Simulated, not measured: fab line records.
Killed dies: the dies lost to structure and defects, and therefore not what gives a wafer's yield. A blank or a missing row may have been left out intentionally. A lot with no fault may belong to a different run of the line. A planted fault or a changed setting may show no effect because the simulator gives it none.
Which tool is to blame? | flow sky130 | at 1 step of a route of 708, 6 lots with 18 wafers sampled

WHAT THE GAUGES READ, wafer by wafer
SKY_NWELL_TW_MEAS_26.
lot  | measured     | on           | NWELL_2_TW
L742 | day 5 14:56  | filmMetro-02 | 491 491 489
L754 | day 8 17:25  | filmMetro-02 | 486 487 483
L757 | day 9 10:54  | filmMetro-02 | 487 486 489
L759 | day 9 19:12  | filmMetro-04 | 496 495 495
L761 | day 10 10:53 | filmMetro-02 | 489 491 493
L763 | day 11 00:50 | filmMetro-01 | 488 489 487

TOOL THAT RAN EACH LOT (tool first, then ch and the chambers of the sampled wafers, then the start)
The record holds no process step before these readings.

THE ANSWER, worked out from the rows above alone
Rule: usual is defined by the lots themselves. The widest of any qualifying gaps counts: lots, ordered by their means at a reading, are off when they make up no more than a third of the lots, leave a main group of 4 or more, and stand apart from it by 3 or more times the standard deviation of that group's means. If all means in a main group match to the digits the tables above print for the reading, that group is not used. A lot without any number at a reading at which 4 lots or more have one is off too. All remaining lots with rows at the step are treated as sound.
Across all readings shown, no lot is off: no conclusion can be drawn from this.

WHAT THE SIMULATOR HAD INSERTED
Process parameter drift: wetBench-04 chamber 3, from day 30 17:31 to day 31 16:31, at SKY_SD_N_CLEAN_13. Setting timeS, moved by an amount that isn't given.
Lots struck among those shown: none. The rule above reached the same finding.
